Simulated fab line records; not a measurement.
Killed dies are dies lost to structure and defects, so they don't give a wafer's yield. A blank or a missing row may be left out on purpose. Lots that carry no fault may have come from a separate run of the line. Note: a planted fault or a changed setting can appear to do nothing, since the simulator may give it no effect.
Which tool did it? | flow sky130 | 6 lots, 18 wafers sampled, at 2 steps of a route of 708

== WHAT THE GAUGES READ, wafer by wafer ==
SKY_RES_PROTECT_TW_MEAS_08.
lot  | measured     | on           | POLY_GATE_TW
L216 | day 15 14:28 | filmMetro-02 | 3942 3945 3939
L219 | day 16 06:05 | filmMetro-04 | 4056 4068 4069
L221 | day 17 00:11 | filmMetro-04 | 4080 4078 4054
L231 | day 21 08:17 | filmMetro-02 | 3977 3960 3980
L233 | day 22 05:42 | filmMetro-04 | 4038 4052 4045
L235 | day 22 06:57 | filmMetro-02 | 3989 3960 4011

== TOOL THAT RAN EACH LOT (tool first, then ch and the chambers of the sampled wafers, then the start) ==
lot  | SKY_RES_PROTECT_EXPOSE_04
L216 | ilineStepper-01 ch 0, day 15 01:07
L219 | ilineStepper-02 ch 0, day 15 16:49
L221 | ilineStepper-01 ch 0, day 16 10:05
L231 | ilineStepper-02 ch 0, day 20 17:14
L233 | ilineStepper-01 ch 0, day 21 13:59
L235 | ilineStepper-02 ch 0, day 21 15:22
- SKY_RES_PROTECT_EXPOSE_04: exposes mask RPM, target cd 1270 nm.

== THE ANSWER, worked out from the rows above alone ==
Rule: what is usual is taken from the lots themselves. The widest of any qualifying gaps counts: lots, ordered by their means at a reading, are off when they make up no more than a third of the lots, leave a main group of 4 or more, and stand apart from it by 3 or more times the standard deviation of that group's means. Not used: any main group whose means are identical at the precision the tables above print for the reading. Also off: a lot with no number at a reading for which 4 or more lots have one. All remaining lots with rows at the step are treated as sound.
No lot is off on any of the readings shown, so nothing can be concluded from this.

== WHAT THE SIMULATOR HAD PUT IN ==
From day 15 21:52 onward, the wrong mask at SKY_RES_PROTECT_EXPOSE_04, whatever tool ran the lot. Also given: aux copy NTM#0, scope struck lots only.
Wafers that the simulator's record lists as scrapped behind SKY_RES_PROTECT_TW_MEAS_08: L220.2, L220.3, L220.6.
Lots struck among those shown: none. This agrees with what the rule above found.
